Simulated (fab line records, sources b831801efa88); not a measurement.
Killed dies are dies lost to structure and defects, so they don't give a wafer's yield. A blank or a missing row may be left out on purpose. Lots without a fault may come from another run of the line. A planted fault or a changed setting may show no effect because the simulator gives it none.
One fault seen from 2 desks | flow sky130 | each desk has only its own numbers; what lay behind them comes last

THE TOOL OWNER'S DESK: rie_diel-03
The tool's own readings at SKY_FIELD_ISO_ETCH_15 (etches the open film in CHF3/O2, stops on Si, target depth 180 nm, time 72 s): means of the sampled wafers that have a number, for each lot that ran on this tool. A lot is out of limits, marked OUT, if its mean lies more than 4 standard deviations from the usual mean; the brackets give that distance.
Columns: A = bias_w at SKY_FIELD_ISO_ETCH_15, usual 200.0 W; B = drypump_motor_current_A at SKY_FIELD_ISO_ETCH_15, usual 5.6 A; C = oes_product_au at SKY_FIELD_ISO_ETCH_15, usual 0.942 a.u.; D = throttle_valve_pct at SKY_FIELD_ISO_ETCH_15, usual 8.844 %
lot  | first seen here | A               | B   | C     | D
L896 | day 2 15:42     | 200.0           | 6.1 | 0.946 | 8.853
L900 | day 3 12:30     | 200.1           | 6.0 | 0.949 | 8.852
L901 | day 3 17:20     | 200.4           | 5.9 | 0.949 | 8.847
L904 | day 4 10:56     | 200.2           | 6.0 | 0.939 | 8.840
L906 | day 4 18:27     | 200.1           | 6.0 | 0.939 | 8.839
L914 | day 6 13:41     | 182.9 (-32) OUT | 6.0 | 0.939 | 8.844
L915 | day 6 19:00     | 183.0 (-32) OUT | 6.3 | 0.947 | 8.850
This desk's finding: out of limits on L914, L915; first on L914, day 6 13:41 (bias_w at SKY_FIELD_ISO_ETCH_15). In limits: L896, L900, L901, L904, L906.

THE METROLOGY DESK
What the gauges read, lot by lot, whatever tool the lot ran on: means of the sampled wafers that have a number. A lot is out of limits, marked OUT, if its mean lies more than 4 standard deviations from the usual mean; the brackets give that distance.
Columns: A = FIELD_ISO_OXIDATION_00_THK at SKY_FIELD_ISO_THK_MEAS_02, usual 12.03 nm; B = PWDE_TW at SKY_PWDE_TW_MEAS_10, usual 378.5
lot  | first seen here | A     | B
L895 | day 1 16:41     | 11.67 | 381.1
L896 | day 1 21:38     | 11.68 | 382.6
L897 | day 2 02:38     | 12.28 | 377.0
L900 | day 2 19:02     | 12.09 | 379.2
L901 | day 2 23:50     | 11.99 | 379.8
L902 | day 3 05:16     | 12.24 | 378.3
L903 | day 3 09:26     | 12.37 | 378.7
L904 | day 3 13:45     | 11.98 | 377.4
L906 | day 3 23:39     | 12.25 | 378.4
L908 | day 4 09:39     | 12.05 | 376.0
L914 | day 5 16:58     | 11.60 | 380.7
L915 | day 5 21:35     | 12.11 | 375.3
L916 | day 6 01:38     | 12.09 | 375.0
This desk's finding: nothing out of limits on any of the 13 lots.

PUT TOGETHER
The tool owner's desk could have raised an alarm at day 6 13:41, on L914, L915.
The metrology desk saw nothing out of limits.
The metrology desk has L914, L915 on record, within its limits.
Of the lots named, all ran SKY_FIELD_ISO_ETCH_15 on rie_diel-03.

WHAT THE SIMULATOR HAD PUT IN
Process parameter drift: rie_diel-03, from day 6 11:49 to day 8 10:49, at SKY_FIELD_ISO_ETCH_15. Setting bias_w, moved by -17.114, from 200. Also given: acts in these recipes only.
Lots struck among those shown: L914, L915.
Hours from the fault's start to each desk's first reading out of limits: the tool owner's desk, 2.
